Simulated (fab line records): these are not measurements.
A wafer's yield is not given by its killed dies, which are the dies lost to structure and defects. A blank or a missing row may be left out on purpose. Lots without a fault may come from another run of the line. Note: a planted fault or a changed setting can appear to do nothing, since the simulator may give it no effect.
fab line records | flow sfqLine | part 1 of 2: steps 1 to 24 of 34
record: lots: 5 | wafers: 15 | lastDay: 89
route steps=325 shown M6@253 I6@266 M7@281
lots untouched by any fault: they come from a run of this same line in which no faults occurred
startH: hours from the record's first day to the start of the lot's first wafer shown | waitH: hours since the lot's step before | " as in the row above | L1.1+2: several wafers, shown together as one row | - value missing, or start not given | * or withheld: withheld | < > ~ a bound
route shown NAME@n: names a module that has steps shown in the file, with the first one's number in the route | usual: mean and standard deviation over wafers with no fault | same: alike in all rows | chamber/n: place in a boat | sites: each site's reading | _std_site: standard deviation of those values | _edge_site: inner sites' mean taken away from outer sites' mean | radiusMm: how far each site lies from the wafer's centre | mask NAME#n: copy n | behind: the last tool/chamber to shape the wafer | hold: reason for holding the lot/hours on hold/outcome of the hold | device: which transistor (n, p or np) failed to switch | end of line: the tests these same wafers got at the end of their route | where a step has no rows: the recipe by itself | killed: the dies lost at the first sort to structure and to defects; this is not the yield of the wafer | map: a wafer's dies, marking killed ones x, the rest . and places with no die _
set.NAME: the setting as run; set.NAME@STEP: as run at that earlier step | model.NAME: the simulator's own value behind a step, which no gauge read
lots at some steps of the route; a table a step, a row a wafer
services: the hour from which a tool's chamber was out of use, counted from the record's first day as startH (under 0 if before that day), plus the number of hours and why
== steps ==
step: SFQ_M6_RS_MEAS_938
recipe: thkMeasGauge: four-point-probe | reads: Nb_of_TRILAYER_M6_DEP_SPUTTER_157
usual: M6_NB_RS: 0.891/0.0076
lot.wafer | tool         | chamber | startH  | waitH | M6_NB_RS[ohm/sq]
L074.2    | filmMetro-04 | -       | 1630.59 | 0.1   | 0.902
L074.5    | "            | -       | "       | "     | 0.898
L074.6    | "            | -       | "       | "     | 0.898
L076.2    | filmMetro-03 | -       | 1700.90 | 0.8   | 0.894
L076.3    | "            | -       | "       | "     | 0.894
L076.4    | "            | -       | "       | "     | 0.883
L088.2    | filmMetro-03 | -       | 1858.68 | 0.1   | 0.892
L088.5    | "            | -       | "       | "     | 0.891
L088.6    | "            | -       | "       | "     | 0.893
L090.3    | filmMetro-03 | -       | 1872.91 | 0.1   | 0.901
L090.4    | "            | -       | "       | "     | 0.899
L090.5    | "            | -       | "       | "     | 0.901
L096.2    | filmMetro-01 | -       | 2038.11 | 0.1   | 0.884
L096.3    | "            | -       | "       | "     | 0.887
L096.4    | "            | -       | "       | "     | 0.890
step: SFQ_TRILAYER_M6_LITHO_COAT_164
recipe: resist: BARC | spinRpm: 3000 | resistThkNm: 62
usual: dispensePressureKPa: 50.5/1.9 | exhaustPa: 44.9/0.94
lot.wafer | tool          | chamber | startH  | waitH | dispensePressureKPa | exhaustPa
L074.2    | lithoTrack-01 | 0       | 1630.80 | 0.1   | 50.4                | 45.9
L074.5    | "             | 0       | "       | "     | 50.3                | 45.3
L074.6    | "             | 0       | "       | "     | 50.3                | 45.6
L076.2    | lithoTrack-03 | 0       | 1701.24 | 0.2   | 47.9                | 43.9
L076.3    | "             | 0       | "       | "     | 47.9                | 42.7
L076.4    | "             | 0       | "       | "     | 47.8                | 44.7
L088.2    | lithoTrack-03 | 0       | 1858.89 | 0.1   | 47.9                | 45.1
L088.5    | "             | 0       | "       | "     | 47.8                | 44.4
L088.6    | "             | 0       | "       | "     | 47.9                | 43.7
L090.3    | lithoTrack-02 | 0       | 1873.15 | 0.1   | 53.1                | 45.2
L090.4    | "             | 0       | "       | "     | 53.0                | 45.5
L090.5    | "             | 0       | "       | "     | 53.0                | 45.7
L096.2    | lithoTrack-01 | 0       | 2038.32 | 0.1   | 50.3                | 45.2
L096.3    | "             | 0       | "       | "     | 50.3                | 45.4
L096.4    | "             | 0       | "       | "     | 50.3                | 46.2
step: SFQ_TRILAYER_M6_LITHO_COAT_159
recipe: resist: KrF | spinRpm: 3000 | resistThkNm: 600
usual: dispensePressureKPa: 50.5/1.9 | exhaustPa: 44.8/0.9
lot.wafer | tool          | chamber | startH  | waitH | dispensePressureKPa | exhaustPa
L074.2    | lithoTrack-01 | 0       | 1631.10 | 0.2   | 50.3                | 44.7
L074.5    | "             | 0       | "       | "     | 50.4                | 44.6
L074.6    | "             | 0       | "       | "     | 50.3                | 44.0
L076.2    | lithoTrack-03 | 0       | 1701.54 | 0.2   | 47.8                | 45.8
L076.3    | "             | 0       | "       | "     | 47.9                | 46.9
L076.4    | "             | 0       | "       | "     | 47.9                | 45.6
L088.2    | lithoTrack-03 | 0       | 1859.19 | 0.2   | 47.8                | 44.3
L088.5    | "             | 0       | "       | "     | 47.9                | 44.2
L088.6    | "             | 0       | "       | "     | 47.9                | 43.6
L090.3    | lithoTrack-02 | 0       | 1873.45 | 0.2   | 53.0                | 44.8
L090.4    | "             | 0       | "       | "     | 53.0                | 45.0
L090.5    | "             | 0       | "       | "     | 53.0                | 45.2
L096.2    | lithoTrack-01 | 0       | 2038.62 | 0.2   | 50.3                | 43.8
L096.3    | "             | 0       | "       | "     | 50.3                | 43.1
L096.4    | "             | 0       | "       | "     | 50.3                | 45.1
step: SFQ_TRILAYER_M6_LITHO_SOFTBAKE_163
recipe: tempC: withheld | timeS: withheld | resist: KrF
usual: exhaustPa: 45.3/0.87
lot.wafer | tool          | chamber | startH  | waitH | exhaustPa
L074.2    | lithoTrack-01 | 0       | 1631.38 | 0.2   | 47.3
L074.5    | "             | 0       | "       | "     | 46.5
L074.6    | "             | 0       | "       | "     | 46.0
L076.2    | lithoTrack-03 | 0       | 1701.82 | 0.2   | 44.8
L076.3    | "             | 0       | "       | "     | 45.2
L076.4    | "             | 0       | "       | "     | 44.0
L088.2    | lithoTrack-03 | 0       | 1859.47 | 0.2   | 45.1
L088.5    | "             | 0       | "       | "     | 45.9
L088.6    | "             | 0       | "       | "     | 44.4
L090.3    | lithoTrack-02 | 0       | 1873.70 | 0.2   | 45.4
L090.4    | "             | 0       | "       | "     | 44.1
L090.5    | "             | 0       | "       | "     | 45.7
L096.2    | lithoTrack-01 | 0       | 2038.89 | 0.2   | 45.0
L096.3    | "             | 0       | "       | "     | 45.2
L096.4    | "             | 0       | "       | "     | 45.5
step: SFQ_TRILAYER_M6_LITHO_EXPOSE_160
recipe: maskId: M6 | na: 0.6 | sourceShape: conventional | sigmaOuter: 0.65 | targetCdNm: 500 | doseMj: 14.4
same: na: 0.6
lot.wafer  | tool          | chamber | startH  | waitH | mask
L074.2+5+6 | krfScanner-01 | 0       | 1677.70 | -     | M6#0
L076.2+3+4 | krfScanner-02 | 0       | 1702.27 | -     | M6#0
L088.2+5+6 | krfScanner-01 | 0       | 1937.13 | -     | M6#0
L090.3+4+5 | krfScanner-02 | 0       | 1949.77 | -     | M6#0
L096.2+3+4 | krfScanner-02 | 0       | 2039.34 | -     | M6#0
step: SFQ_TRILAYER_M6_LITHO_PEB_162
recipe: pebTempC: 114 | pebTimeS: 60 | resist: KrF
usual: exhaustPa: 44.9/0.95
lot.wafer | tool          | chamber | startH  | waitH | exhaustPa
L074.2    | lithoTrack-01 | 0       | 1678.73 | 0.8   | 43.6
L074.5    | "             | 0       | "       | "     | 43.0
L074.6    | "             | 0       | "       | "     | 45.0
L076.2    | lithoTrack-02 | 0       | 1703.29 | 0.8   | 44.1
L076.3    | "             | 0       | "       | "     | 44.4
L076.4    | "             | 0       | "       | "     | 45.1
L088.2    | lithoTrack-01 | 0       | 1938.16 | 0.8   | 46.6
L088.5    | "             | 0       | "       | "     | 45.6
L088.6    | "             | 0       | "       | "     | 44.4
L090.3    | lithoTrack-01 | 0       | 1950.62 | 0.7   | 45.0
L090.4    | "             | 0       | "       | "     | 45.4
L090.5    | "             | 0       | "       | "     | 45.3
L096.2    | lithoTrack-02 | 0       | 2040.37 | 0.8   | 45.6
L096.3    | "             | 0       | "       | "     | 46.4
L096.4    | "             | 0       | "       | "     | 47.2
step: SFQ_TRILAYER_M6_LITHO_DEVELOP_161
recipe: timeS: 60 | resist: KrF
usual: exhaustPa: 45.0/0.92
lot.wafer | tool          | chamber | startH  | waitH | exhaustPa
L074.2    | lithoTrack-01 | 0       | 1678.88 | 0.1   | 44.6
L074.5    | "             | 0       | "       | "     | 44.0
L074.6    | "             | 0       | "       | "     | 44.6
L076.2    | lithoTrack-02 | 0       | 1703.44 | 0.1   | 44.8
L076.3    | "             | 0       | "       | "     | 46.0
L076.4    | "             | 0       | "       | "     | 46.4
L088.2    | lithoTrack-01 | 0       | 1938.31 | 0.1   | 44.6
L088.5    | "             | 0       | "       | "     | 44.6
L088.6    | "             | 0       | "       | "     | 44.7
L090.3    | lithoTrack-01 | 0       | 1950.77 | 0.1   | 46.3
L090.4    | "             | 0       | "       | "     | 45.2
L090.5    | "             | 0       | "       | "     | 45.6
L096.2    | lithoTrack-02 | 0       | 2040.52 | 0.1   | 46.0
L096.3    | "             | 0       | "       | "     | 45.6
L096.4    | "             | 0       | "       | "     | 44.4
step: SFQ_M6_OVL_MEAS_940
usual: M6_OVL: -1/5.3
lot.wafer | tool       | chamber | startH  | waitH | M6_OVL[nm]
L074.2    | overlay-02 | -       | 1679.01 | 0.1   | 7
L074.5    | "          | -       | "       | "     | 1
L074.6    | "          | -       | "       | "     | 3
L076.2    | overlay-01 | -       | 1703.57 | 0.1   | -6
L076.3    | "          | -       | "       | "     | 0
L076.4    | "          | -       | "       | "     | -4
L088.2    | overlay-01 | -       | 1938.44 | 0.1   | -2
L088.5    | "          | -       | "       | "     | -3
L088.6    | "          | -       | "       | "     | 6
L090.3    | overlay-01 | -       | 1950.89 | 0.1   | -3
L090.4    | "          | -       | "       | "     | 4
L090.5    | "          | -       | "       | "     | -9
L096.2    | overlay-02 | -       | 2040.65 | 0.1   | -2
L096.3    | "          | -       | "       | "     | -10
L096.4    | "          | -       | "       | "     | 3
step: SFQ_TRILAYER_M6_BARC_OPEN_METAL_ETCH_206
recipe: maskMaterial: PR | chemistry: O2 | targetDepthNm: 125 | target: BARC | icpW: 600 | biasW: 80 | pressureMtorr: 10 | timeS: 41.7
usual: drypumpMotorCurrentA: 5.7/0.46 | oesProductAu: 0.685/0.0046
lot.wafer | tool        | chamber | startH  | waitH | drypumpMotorCurrentA | oesProductAu | rfHoursCounterH
L074.2    | rieMetal-03 | 1       | 1679.04 | 0.0   | 6.4                  | 0.684        | 64
L074.5    | "           | 1       | "       | "     | 6.4                  | 0.689        | -
L074.6    | "           | 0       | "       | "     | 6.0                  | 0.691        | -
L076.2    | rieMetal-02 | 0       | 1703.60 | 0.0   | 5.1                  | 0.673        | 45
L076.3    | "           | 0       | "       | "     | 5.1                  | 0.684        | -
L076.4    | "           | 1       | "       | "     | 5.4                  | 0.682        | -
L088.2    | rieMetal-03 | 1       | 1938.47 | 0.0   | 6.4                  | 0.685        | 105
L088.5    | "           | 1       | "       | "     | 6.4                  | 0.686        | -
L088.6    | "           | 0       | "       | "     | 6.0                  | 0.693        | -
L090.3    | rieMetal-02 | 0       | 1950.93 | 0.0   | 5.1                  | 0.680        | -
L090.4    | "           | 1       | "       | "     | 5.4                  | 0.678        | -
L090.5    | "           | 1       | "       | "     | 5.4                  | 0.679        | -
L096.2    | rieMetal-02 | 1       | 2040.68 | 0.0   | 5.4                  | 0.691        | 70
L096.3    | "           | 1       | "       | "     | 5.4                  | 0.687        | -
L096.4    | "           | 0       | "       | "     | 5.1                  | 0.689        | -
step: SFQ_TRILAYER_M6_ETCH_METAL_ETCH_162
recipe: target: Nb | stopOn: SiO2 | maskMaterial: PR | chemistry: Cl2/Ar | targetDepthNm: 240 | icpW: 600 | biasW: 80 | pressureMtorr: 10 | timeS: 120
usual: drypumpMotorCurrentA: 5.7/0.46 | oesProductAu: 0.892/0.0062
lot.wafer | tool        | chamber | startH  | waitH | drypumpMotorCurrentA | oesProductAu | rfHoursCounterH
L074.2    | rieMetal-03 | 1       | 1679.10 | 0.0   | 6.4                  | 0.888        | 64
L074.5    | "           | 1       | "       | "     | 6.4                  | 0.881        | -
L074.6    | "           | 0       | "       | "     | 6.0                  | 0.894        | -
L076.2    | rieMetal-02 | 0       | 1703.66 | 0.0   | 5.1                  | 0.892        | 45
L076.3    | "           | 0       | "       | "     | 5.1                  | 0.888        | -
L076.4    | "           | 1       | "       | "     | 5.4                  | 0.900        | -
L088.2    | rieMetal-03 | 1       | 1938.53 | 0.0   | 6.4                  | 0.892        | 105
L088.5    | "           | 1       | "       | "     | 6.4                  | 0.898        | -
L088.6    | "           | 0       | "       | "     | 6.0                  | 0.890        | -
L090.3    | rieMetal-02 | 0       | 1951.01 | 0.1   | 5.1                  | 0.887        | -
L090.4    | "           | 1       | "       | "     | 5.4                  | 0.882        | -
L090.5    | "           | 1       | "       | "     | 5.4                  | 0.886        | -
L096.2    | rieMetal-02 | 1       | 2040.74 | 0.0   | 5.4                  | 0.894        | 70
L096.3    | "           | 1       | "       | "     | 5.4                  | 0.891        | -
L096.4    | "           | 0       | "       | "     | 5.0                  | 0.901        | -
step: SFQ_TRILAYER_M6_STRIP_STRIP_163
recipe: gas: O2 | powerW: 200 | platenTempC: 40 | overashFraction: 0.65 | chemistry: O2 | pressureMtorr: 47.84
usual: drypumpMotorCurrentA: 5.7/0.46 | oesProductAu: 1.000/0.0095
lot.wafer | tool        | chamber | startH  | waitH | drypumpMotorCurrentA | oesProductAu | rfHoursCounterH
L074.2    | rieMetal-03 | 1       | 1679.22 | 0.1   | 6.4                  | 0.999        | 64
L074.5    | "           | 1       | "       | "     | 6.4                  | 0.995        | -
L074.6    | "           | 0       | "       | "     | 6.0                  | 1.007        | -
L076.2    | rieMetal-02 | 0       | 1703.79 | 0.1   | 5.1                  | 0.989        | 45
L076.3    | "           | 0       | "       | "     | 5.1                  | 0.993        | -
L076.4    | "           | 1       | "       | "     | 5.4                  | 0.998        | -
L088.2    | rieMetal-03 | 1       | 1938.65 | 0.1   | 6.4                  | 1.010        | 105
L088.5    | "           | 1       | "       | "     | 6.4                  | 1.020        | -
L088.6    | "           | 0       | "       | "     | 6.0                  | 1.014        | -
L090.3    | rieMetal-02 | 0       | 1951.30 | 0.2   | 5.1                  | 0.998        | -
L090.4    | "           | 1       | "       | "     | 5.4                  | 0.992        | -
L090.5    | "           | 1       | "       | "     | 5.4                  | 0.993        | -
L096.2    | rieMetal-02 | 1       | 2040.86 | 0.1   | 5.4                  | 1.002        | 70
L096.3    | "           | 1       | "       | "     | 5.4                  | 0.997        | -
L096.4    | "           | 0       | "       | "     | 5.1                  | 0.989        | -
step: SFQ_TRILAYER_M6_STRIP_SOLV_CLEAN_164
recipe: chemistry: NMP | tempC: 70 | timeS: 600
usual: tempC: 70.00/0.13
lot.wafer | tool        | chamber | startH  | waitH | tempC
L074.2    | wetBench-04 | 0       | 1679.82 | 0.4   | 69.93
L074.5    | "           | 6       | "       | "     | 70.00
L074.6    | "           | 5       | "       | "     | 69.76
L076.2    | wetBench-02 | 6       | 1704.39 | 0.4   | 70.00
L076.3    | "           | 5       | "       | "     | 69.99
L076.4    | "           | 4       | "       | "     | 69.88
L088.2    | wetBench-02 | 2       | 1939.25 | 0.4   | 70.17
L088.5    | "           | 5       | "       | "     | 70.27
L088.6    | "           | 3       | "       | "     | 70.10
L090.3    | wetBench-02 | 3       | 1951.70 | 0.2   | 69.94
L090.4    | "           | 4       | "       | "     | 70.11
L090.5    | "           | 2       | "       | "     | 69.78
L096.2    | wetBench-03 | 6       | 2041.46 | 0.4   | 70.21
L096.3    | "           | 3       | "       | "     | 69.87
L096.4    | "           | 4       | "       | "     | 70.05
step: SFQ_TRILAYER_I6_DEP_PECVD_165
recipe: material: SiO2 | tempC: 150 | timeS: 111.11 | pressureTorr: 2.4 | rfW: 183.3 | precursor: SiH4/N2O | targetThkNm: 500
usual: heaterPowerW: 83/9.5 | throttleValvePct: 23.9/1.3
lot.wafer | tool     | chamber | startH  | waitH | heaterPowerW | throttleValvePct
L074.2    | pecvd-02 | 1       | 1680.00 | 0.0   | 87           | 22.8
L074.5    | "        | 2       | "       | "     | 67           | 23.9
L074.6    | "        | 0       | "       | "     | 96           | 24.6
L076.2    | pecvd-02 | 1       | 1704.56 | 0.0   | 93           | 22.7
L076.3    | "        | 2       | "       | "     | 81           | 24.0
L076.4    | "        | 1       | "       | "     | 95           | 22.5
L088.2    | pecvd-03 | 2       | 1939.44 | 0.0   | 99           | 25.0
L088.5    | "        | 0       | "       | "     | 66           | 21.8
L088.6    | "        | 1       | "       | "     | 97           | 23.0
L090.3    | pecvd-02 | 1       | 1951.87 | 0.0   | 89           | 23.4
L090.4    | "        | 0       | "       | "     | 94           | 25.1
L090.5    | "        | 1       | "       | "     | 95           | 23.2
L096.2    | pecvd-04 | 1       | 2041.64 | 0.0   | 81           | 26.8
L096.3    | "        | 2       | "       | "     | 80           | 24.2
L096.4    | "        | 2       | "       | "     | 80           | 24.6
step: SFQ_TRILAYER_I6_CMP_CMP_166
recipe: material: SiO2 | downForcePsi: 3 | platenRpm: 60 | padVelocityMS: 0.94248
usual: motorCurrentA: 9.8/0.93 | timeToEndpointS: 214/8.2
lot.wafer | tool   | chamber | startH  | waitH | motorCurrentA | timeToEndpointS
L074.2    | cmp-02 | 0       | 1682.15 | 2.1   | 10.0          | 204
L074.5    | "      | 0       | 1684.15 | 4.1   | 10.6          | 205
L074.6    | "      | 1       | "       | "     | 7.9           | 224
L076.3    | cmp-02 | 2       | 1709.15 | 4.5   | 10.6          | 211
L076.4    | "      | 3       | "       | "     | 10.3          | 213
L076.2    | "      | 1       | 1710.65 | 6.0   | 8.5           | 224
L088.2    | cmp-02 | 0       | 1940.60 | 1.1   | 10.5          | 201
L088.5    | "      | 2       | 1941.67 | 2.2   | 10.7          | 216
L088.6    | "      | 3       | "       | "     | 10.1          | 216
L090.4    | cmp-02 | 0       | 1952.45 | 0.5   | 10.8          | 214
L090.3    | "      | 2       | 1953.45 | 1.5   | 11.2          | 214
L090.5    | "      | 3       | "       | "     | 9.5           | 222
L096.3    | cmp-01 | 1       | 2042.22 | 0.5   | 10.2          | 219
L096.2    | "      | 2       | "       | "     | 10.2          | 202
L096.4    | "      | 3       | "       | "     | 11.0          | 212
step: SFQ_I6_BOW_MEAS_941
recipe: mode: bow
usual: I6_BOW: 8/9.8
lot.wafer | tool         | chamber | startH  | waitH | I6_BOW[um]
L074.2    | filmMetro-02 | -       | 1685.17 | 2.5   | 5
L074.5    | "            | -       | "       | "     | -3
L074.6    | "            | -       | "       | "     | 8
L076.2    | filmMetro-02 | -       | 1712.17 | 1.0   | -2
L076.3    | "            | -       | "       | "     | 2
L076.4    | "            | -       | "       | "     | 0
L088.2    | filmMetro-03 | -       | 1942.77 | 1.6   | 15
L088.5    | "            | -       | "       | "     | 13
L088.6    | "            | -       | "       | "     | 17
L090.3    | filmMetro-01 | -       | 1954.99 | 1.0   | 30
L090.4    | "            | -       | "       | "     | 24
L090.5    | "            | -       | "       | "     | 18
L096.2    | filmMetro-01 | -       | 2044.74 | 1.5   | 14
L096.3    | "            | -       | "       | "     | 21
L096.4    | "            | -       | "       | "     | 4
step: SFQ_TRILAYER_I6_METRO_MEASURE_167
usual: thkNm: 200.2/1.4
lot.wafer | tool         | chamber | startH  | waitH | thkNm
L074.2    | filmMetro-02 | -       | 1685.47 | 0.3   | 199.6
L074.5    | "            | -       | "       | "     | 199.0
L074.6    | "            | -       | "       | "     | 202.1
L076.2    | filmMetro-02 | -       | 1712.47 | 0.3   | 201.5
L076.3    | "            | -       | "       | "     | 202.8
L076.4    | "            | -       | "       | "     | 200.4
L088.2    | filmMetro-03 | -       | 1943.07 | 0.3   | 197.8
L088.5    | "            | -       | "       | "     | 200.5
L088.6    | "            | -       | "       | "     | 199.6
L090.3    | filmMetro-01 | -       | 1955.47 | 0.5   | 200.0
L090.4    | "            | -       | "       | "     | 199.6
L090.5    | "            | -       | "       | "     | 201.3
L096.2    | filmMetro-01 | -       | 2045.04 | 0.3   | 199.3
L096.3    | "            | -       | "       | "     | 201.5
L096.4    | "            | -       | "       | "     | 201.7
step: SFQ_TRILAYER_I6_VIA_LITHO_COAT_174
recipe: resist: BARC | spinRpm: 3000 | resistThkNm: 62
usual: dispensePressureKPa: 52.3/1.4 | exhaustPa: 44.9/0.85
lot.wafer | tool          | chamber | startH  | waitH | dispensePressureKPa | exhaustPa
L074.2    | lithoTrack-04 | 0       | 1686.52 | 0.8   | 53.5                | 43.0
L074.5    | "             | 0       | "       | "     | 53.6                | 44.3
L074.6    | "             | 0       | "       | "     | 53.5                | 43.4
L076.2    | lithoTrack-02 | 0       | 1713.52 | 0.8   | 53.1                | 44.1
L076.3    | "             | 0       | "       | "     | 53.0                | 45.3
L076.4    | "             | 0       | "       | "     | 53.0                | 44.7
L088.2    | lithoTrack-01 | 0       | 1944.12 | 0.8   | 50.3                | 45.1
L088.5    | "             | 0       | "       | "     | 50.3                | 44.9
L088.6    | "             | 0       | "       | "     | 50.3                | 44.3
L090.3    | lithoTrack-02 | 0       | 1956.37 | 0.7   | 53.1                | 45.1
L090.4    | "             | 0       | "       | "     | 53.0                | 45.0
L090.5    | "             | 0       | "       | "     | 53.1                | 44.5
L096.2    | lithoTrack-02 | 0       | 2046.09 | 0.8   | 53.0                | 46.4
L096.3    | "             | 0       | "       | "     | 53.1                | 45.7
L096.4    | "             | 0       | "       | "     | 53.1                | 45.3
step: SFQ_TRILAYER_I6_VIA_LITHO_COAT_169
recipe: resist: KrF | spinRpm: 3000 | resistThkNm: 650
usual: dispensePressureKPa: 52.3/1.4 | exhaustPa: 44.9/0.98
lot.wafer | tool          | chamber | startH  | waitH | dispensePressureKPa | exhaustPa
L074.2    | lithoTrack-04 | 0       | 1686.82 | 0.2   | 53.6                | 43.9
L074.5    | "             | 0       | "       | "     | 53.6                | 44.9
L074.6    | "             | 0       | "       | "     | 53.6                | 44.8
L076.2    | lithoTrack-02 | 0       | 1713.82 | 0.2   | 53.1                | 44.2
L076.3    | "             | 0       | "       | "     | 53.0                | 43.5
L076.4    | "             | 0       | "       | "     | 53.1                | 42.8
L088.2    | lithoTrack-01 | 0       | 1944.42 | 0.2   | 50.3                | 45.8
L088.5    | "             | 0       | "       | "     | 50.3                | 43.6
L088.6    | "             | 0       | "       | "     | 50.3                | 46.5
L090.3    | lithoTrack-02 | 0       | 1956.67 | 0.2   | 53.0                | 44.7
L090.4    | "             | 0       | "       | "     | 53.0                | 45.4
L090.5    | "             | 0       | "       | "     | 53.0                | 45.0
L096.2    | lithoTrack-02 | 0       | 2046.39 | 0.2   | 53.0                | 45.0
L096.3    | "             | 0       | "       | "     | 53.0                | 45.4
L096.4    | "             | 0       | "       | "     | 53.0                | 44.9
step: SFQ_TRILAYER_I6_VIA_LITHO_SOFTBAKE_173
recipe: tempC: withheld | timeS: withheld | resist: KrF
usual: exhaustPa: 45.1/0.88
lot.wafer | tool          | chamber | startH  | waitH | exhaustPa
L074.2    | lithoTrack-04 | 0       | 1687.09 | 0.2   | 42.8
L074.5    | "             | 0       | "       | "     | 44.8
L074.6    | "             | 0       | "       | "     | 44.3
L076.2    | lithoTrack-02 | 0       | 1714.09 | 0.2   | 45.4
L076.3    | "             | 0       | "       | "     | 45.8
L076.4    | "             | 0       | "       | "     | 44.8
L088.2    | lithoTrack-01 | 0       | 1944.70 | 0.2   | 45.6
L088.5    | "             | 0       | "       | "     | 45.2
L088.6    | "             | 0       | "       | "     | 46.3
L090.3    | lithoTrack-02 | 0       | 1956.92 | 0.2   | 44.4
L090.4    | "             | 0       | "       | "     | 45.1
L090.5    | "             | 0       | "       | "     | 44.9
L096.2    | lithoTrack-02 | 0       | 2046.66 | 0.2   | 45.3
L096.3    | "             | 0       | "       | "     | 46.0
L096.4    | "             | 0       | "       | "     | 46.1
step: SFQ_TRILAYER_I6_VIA_LITHO_EXPOSE_170
recipe: maskId: I6 | na: 0.6 | sourceShape: conventional | sigmaOuter: 0.65 | targetCdNm: 700 | doseMj: 21.3
same: na: 0.6
lot.wafer  | tool          | chamber | startH  | waitH | mask
L074.2+5+6 | krfScanner-01 | 0       | 1687.42 | -     | I6#0
L076.2+3+4 | krfScanner-01 | 0       | 1721.57 | -     | I6#0
L088.2+5+6 | krfScanner-01 | 0       | 1947.15 | -     | I6#0
L090.3+4+5 | krfScanner-01 | 0       | 1958.55 | -     | I6#0
L096.2+3+4 | krfScanner-02 | 0       | 2046.99 | -     | I6#0
step: SFQ_TRILAYER_I6_VIA_LITHO_PEB_172
recipe: pebTempC: 115 | pebTimeS: 60 | resist: KrF
usual: exhaustPa: 44.8/0.94
lot.wafer | tool          | chamber | startH  | waitH | exhaustPa
L074.2    | lithoTrack-02 | 0       | 1688.44 | 0.8   | 45.7
L074.5    | "             | 0       | "       | "     | 45.1
L074.6    | "             | 0       | "       | "     | 45.7
L076.2    | lithoTrack-01 | 0       | 1722.60 | 0.8   | 44.1
L076.3    | "             | 0       | "       | "     | 43.9
L076.4    | "             | 0       | "       | "     | 44.4
L088.2    | lithoTrack-02 | 0       | 1948.18 | 0.8   | 45.5
L088.5    | "             | 0       | "       | "     | 43.9
L088.6    | "             | 0       | "       | "     | 45.1
L090.3    | lithoTrack-04 | 0       | 1959.40 | 0.7   | 43.9
L090.4    | "             | 0       | "       | "     | 45.0
L090.5    | "             | 0       | "       | "     | 45.1
L096.2    | lithoTrack-04 | 0       | 2048.01 | 0.8   | 44.0
L096.3    | "             | 0       | "       | "     | 43.6
L096.4    | "             | 0       | "       | "     | 44.4
step: SFQ_TRILAYER_I6_VIA_LITHO_DEVELOP_171
recipe: timeS: 60 | resist: KrF
usual: exhaustPa: 45.0/0.91
lot.wafer | tool          | chamber | startH  | waitH | exhaustPa
L074.2    | lithoTrack-02 | 0       | 1688.59 | 0.1   | 45.7
L074.5    | "             | 0       | "       | "     | 46.5
L074.6    | "             | 0       | "       | "     | 45.9
L076.2    | lithoTrack-01 | 0       | 1722.75 | 0.1   | 44.6
L076.3    | "             | 0       | "       | "     | 46.8
L076.4    | "             | 0       | "       | "     | 44.9
L088.2    | lithoTrack-02 | 0       | 1948.33 | 0.1   | 44.4
L088.5    | "             | 0       | "       | "     | 45.2
L088.6    | "             | 0       | "       | "     | 44.7
L090.3    | lithoTrack-04 | 0       | 1959.55 | 0.1   | 46.1
L090.4    | "             | 0       | "       | "     | 46.2
L090.5    | "             | 0       | "       | "     | 45.4
L096.2    | lithoTrack-04 | 0       | 2048.16 | 0.1   | 44.9
L096.3    | "             | 0       | "       | "     | 45.6
L096.4    | "             | 0       | "       | "     | 45.2
step: SFQ_I6_OVL_MEAS_942
usual: I6_OVL: 1/6
lot.wafer | tool       | chamber | startH  | waitH | I6_OVL[nm]
L074.2    | overlay-01 | -       | 1688.72 | 0.1   | 2
L074.5    | "          | -       | "       | "     | 2
L074.6    | "          | -       | "       | "     | -2
L076.2    | overlay-01 | -       | 1722.88 | 0.1   | 4
L076.3    | "          | -       | "       | "     | 6
L076.4    | "          | -       | "       | "     | 1
L088.2    | overlay-01 | -       | 1948.46 | 0.1   | 2
L088.5    | "          | -       | "       | "     | 2
L088.6    | "          | -       | "       | "     | 6
L090.3    | overlay-02 | -       | 1959.66 | 0.1   | 3
L090.4    | "          | -       | "       | "     | -3
L090.5    | "          | -       | "       | "     | -3
L096.2    | overlay-01 | -       | 2048.29 | 0.1   | 15
L096.3    | "          | -       | "       | "     | 11
L096.4    | "          | -       | "       | "     | 14
step: SFQ_TRILAYER_I6_VIA_BARC_OPEN_VIA_ETCH_235
recipe: maskMaterial: PR | chemistry: O2 | targetDepthNm: 125 | target: BARC | sourceW: 500 | biasW: 80 | pressureMtorr: 30 | timeS: 41.7
usual: drypumpMotorCurrentA: 5.9/0.55 | oesProductAu: 0.685/0.0044
lot.wafer | tool       | chamber | startH  | waitH | drypumpMotorCurrentA | oesProductAu | rfHoursCounterH
L074.2    | rieDiel-02 | 0       | 1688.75 | 0.0   | 6.0                  | 0.687        | 21
L074.5    | "          | 1       | "       | "     | 5.0                  | 0.693        | -
L074.6    | "          | 2       | "       | "     | 6.4                  | 0.686        | -
L076.2    | rieDiel-02 | 2       | 1722.91 | 0.0   | 6.4                  | 0.682        | 18
L076.3    | "          | 3       | "       | "     | 6.3                  | 0.692        | 18
L076.4    | "          | 3       | "       | "     | 6.3                  | 0.689        | -
L088.2    | rieDiel-02 | 3       | 1948.49 | 0.0   | 6.3                  | 0.675        | 0
L088.5    | "          | 3       | "       | "     | 6.3                  | 0.689        | -
L088.6    | "          | 0       | "       | "     | 6.1                  | 0.688        | -
L090.3    | rieDiel-04 | 2       | 1959.68 | 0.0   | 5.6                  | 0.693        | 4
L090.4    | "          | 2       | "       | "     | 5.6                  | 0.686        | -
L090.5    | "          | 0       | "       | "     | 5.0                  | 0.680        | -
L096.2    | rieDiel-04 | 2       | 2048.32 | 0.0   | 5.6                  | 0.683        | 5
L096.3    | "          | 3       | "       | "     | 5.8                  | 0.679        | 1
L096.4    | "          | 0       | "       | "     | 5.0                  | 0.684        | 3
